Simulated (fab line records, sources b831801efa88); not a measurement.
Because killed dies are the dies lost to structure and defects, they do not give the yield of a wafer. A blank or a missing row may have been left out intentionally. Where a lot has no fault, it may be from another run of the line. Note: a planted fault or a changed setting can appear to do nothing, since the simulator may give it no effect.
Which tool is to blame? | flow sky130 | Sampling: 13 lots, 39 wafers, 4 of 708 route steps

## WHAT THE GAUGES READ, wafer by wafer
SKY_GATE_OXIDE_TW_MEAS_14.
lot  | measured     | on            | GATE_OXIDE_TW
L639 | day 13 15:56 | film-metro-03 | 222.5 222.7 223.2
L640 | day 13 21:09 | film-metro-03 | 223.8 220.7 224.0
L643 | day 14 17:25 | film-metro-03 | 222.1 223.5 223.3
L645 | day 15 11:46 | film-metro-01 | 223.6 222.6 223.2
L646 | day 15 20:53 | film-metro-01 | 223.0 221.6 223.8
L651 | day 17 17:59 | film-metro-01 | 221.9 222.8 223.3
L653 | day 18 09:52 | film-metro-01 | 223.7 222.8 222.5
L655 | day 19 01:35 | film-metro-01 | 224.1 224.3 222.9
L656 | day 19 16:58 | film-metro-03 | 221.9 222.0 221.5
L657 | day 20 03:30 | film-metro-03 | 223.3 223.2 221.8
L659 | day 22 08:50 | film-metro-02 | 223.9 225.1 223.3
L658 | day 22 13:10 | film-metro-01 | 224.1 223.4 222.9
L661 | day 22 14:25 | film-metro-03 | 221.5 222.6 222.4

SKY_LDD_P_OVL_MEAS_08.
lot  | measured     | on         | LDD_P_OVL (nm)
L639 | day 18 17:01 | overlay-02 | -1.5 -0.7 -0.6
L640 | day 19 00:04 | overlay-02 | 1.7 2.6 0.3
L643 | day 20 02:11 | overlay-02 | 1.2 0.4 -1.1
L645 | day 20 21:41 | overlay-01 | 0.2 -0.5 -0.3
L646 | day 21 06:09 | overlay-01 | 1.1 1.7 2.6
L651 | day 23 04:07 | overlay-02 | 0.9 0.2 1.4
L653 | day 23 20:17 | overlay-01 | -1.3 -0.7 0.5
L655 | day 24 09:50 | overlay-01 | -0.4 1.8 0.4
L656 | day 25 02:13 | overlay-02 | -1.9 0.3 -0.5
L657 | day 25 18:25 | overlay-01 | -0.7 -0.2 -2.7
L659 | day 27 15:40 | overlay-02 | 0.5 2.2 -0.4
L658 | day 27 17:34 | overlay-01 | 0.5 1.1 0.2
L661 | day 27 22:51 | overlay-02 | 1.5 -1.2 0.5

## EACH LOT AND THE TOOL THAT RAN IT (in order: tool; ch and the chambers of the sampled wafers; start)
lot  | SKY_POLY_GATE_STRIP_18               | SKY_LDD_N_IMPLANT_08
L639 | plasma-asher-04 ch 0,1, day 16 03:32 | implanter-02 ch 0, day 17 09:22
L640 | plasma-asher-02 ch 0,1, day 16 08:26 | implanter-03 ch 0, day 17 16:16
L643 | plasma-asher-03 ch 0,1, day 17 08:08 | implanter-01 ch 0, day 18 17:07
L645 | plasma-asher-03 ch 0,1, day 18 05:07 | implanter-01 ch 0, day 19 14:02
L646 | plasma-asher-03 ch 0,1, day 18 13:33 | implanter-01 ch 0, day 19 22:52
L651 | plasma-asher-03 ch 0,1, day 20 12:50 | implanter-02 ch 0, day 21 21:00
L653 | plasma-asher-04 ch 0,1, day 21 06:07 | implanter-01 ch 0, day 22 13:31
L655 | plasma-asher-03 ch 0,1, day 21 19:43 | implanter-01 ch 0, day 23 02:37
L656 | plasma-asher-02 ch 0,1, day 22 11:46 | implanter-03 ch 0, day 23 19:05
L657 | plasma-asher-03 ch 0,1, day 23 03:42 | implanter-02 ch 0, day 24 11:17
L659 | plasma-asher-03 ch 0,1, day 25 02:08 | implanter-01 ch 0, day 26 09:40
L658 | plasma-asher-02 ch 0,1, day 25 05:21 | implanter-01 ch 0, day 26 12:05
L661 | plasma-asher-02 ch 0,1, day 25 09:13 | implanter-02 ch 0, day 26 16:24
- SKY_POLY_GATE_STRIP_18: strips in O2/N2.
- SKY_LDD_N_IMPLANT_08

## AS READ BY THE TOOLS THEMSELVES (means over the sampled wafers that have a number; for cases with no such wafer, the mark the record gives instead)
SKY_POLY_GATE_STRIP_18.
lot  | tool            | drypump-motor-current-A (A) | n2-flow-sccm (sccm) | oes-product-au (a.u.) | strip-time-to-endpoint-s (s)
L639 | plasma-asher-04 | 5.7                         | 300.2               | 0.361                 | 3.19
L640 | plasma-asher-02 | 6.1                         | 300.3               | 0.360                 | 3.19
L643 | plasma-asher-03 | 6.2                         | 300.0               | 0.363                 | 3.12
L645 | plasma-asher-03 | 5.9                         | 299.1               | 0.356                 | 3.10
L646 | plasma-asher-03 | 6.3                         | 299.5               | 0.363                 | 3.17
L651 | plasma-asher-03 | 5.9                         | 301.2               | 0.367                 | 3.18
L653 | plasma-asher-04 | 6.1                         | 299.7               | 0.364                 | 3.11
L655 | plasma-asher-03 | 6.3                         | 299.8               | 0.360                 | 3.13
L656 | plasma-asher-02 | 5.6                         | 299.6               | 0.365                 | 3.21
L657 | plasma-asher-03 | 5.9                         | 299.1               | 0.362                 | 3.21
L659 | plasma-asher-03 | 5.9                         | 300.5               | 0.359                 | 3.14
L658 | plasma-asher-02 | 5.6                         | 299.6               | 0.361                 | 3.19
L661 | plasma-asher-02 | 6.1                         | 299.7               | 0.361                 | 3.22

SKY_LDD_N_IMPLANT_08.
lot  | tool         | beam-on-s (s) | end-station-pressure-torr (Torr) | faraday-current-uA
L639 | implanter-02 | 9.84          | 5.22e-06                         | 430
L640 | implanter-03 | 9.78          | 5.49e-06                         | 430
L643 | implanter-01 | 9.82          | 5.39e-06                         | 430
L645 | implanter-01 | 11.78         | 8.39e-05                         | 356
L646 | implanter-01 | 11.54         | 8.40e-05                         | 364
L651 | implanter-02 | 9.94          | 5.41e-06                         | 426
L653 | implanter-01 | 10.08         | 5.03e-06                         | 418
L655 | implanter-01 | 9.98          | 5.30e-06                         | 424
L656 | implanter-03 | 10.06         | 5.36e-06                         | 420
L657 | implanter-02 | 10.01         | 5.32e-06                         | 424
L659 | implanter-01 | 9.96          | 5.57e-06                         | 424
L658 | implanter-01 | 9.84          | 5.26e-06                         | 430
L661 | implanter-02 | 10.04         | 5.27e-06                         | 422

## THE ANSWER, worked out from the rows above alone
Rule: what is usual is taken from the lots themselves. The widest of any qualifying gaps counts: lots, ordered by their means at a reading, are off when they make up no more than a third of the lots, leave a main group of 4 or more, and stand apart from it by 3 or more times the standard deviation of that group's means. Not used: any main group whose means are identical at the precision the tables above print for the reading. A lot without any number at a reading at which 4 lots or more have one is off too. All remaining lots with rows at the step are treated as sound. The gauges are gone through in route order, then the tools' own readings, and for those a lot's mean is taken as printed above. The first step at which some lot is off is used, and at that step the reading that is off furthest; a lot without a number counts as furthest.
Off at SKY_LDD_N_IMPLANT_08 (end-station-pressure-torr): L645, L646. The main group has a mean of 5.33e-06 Torr with a standard deviation of 1.4e-07.
If a tool, at that step or one of the process steps before it, ran each lot that is off and ran no sound lot following the first of them, it fits. None of those tried fits.

## WHAT THE SIMULATOR HAD INSERTED
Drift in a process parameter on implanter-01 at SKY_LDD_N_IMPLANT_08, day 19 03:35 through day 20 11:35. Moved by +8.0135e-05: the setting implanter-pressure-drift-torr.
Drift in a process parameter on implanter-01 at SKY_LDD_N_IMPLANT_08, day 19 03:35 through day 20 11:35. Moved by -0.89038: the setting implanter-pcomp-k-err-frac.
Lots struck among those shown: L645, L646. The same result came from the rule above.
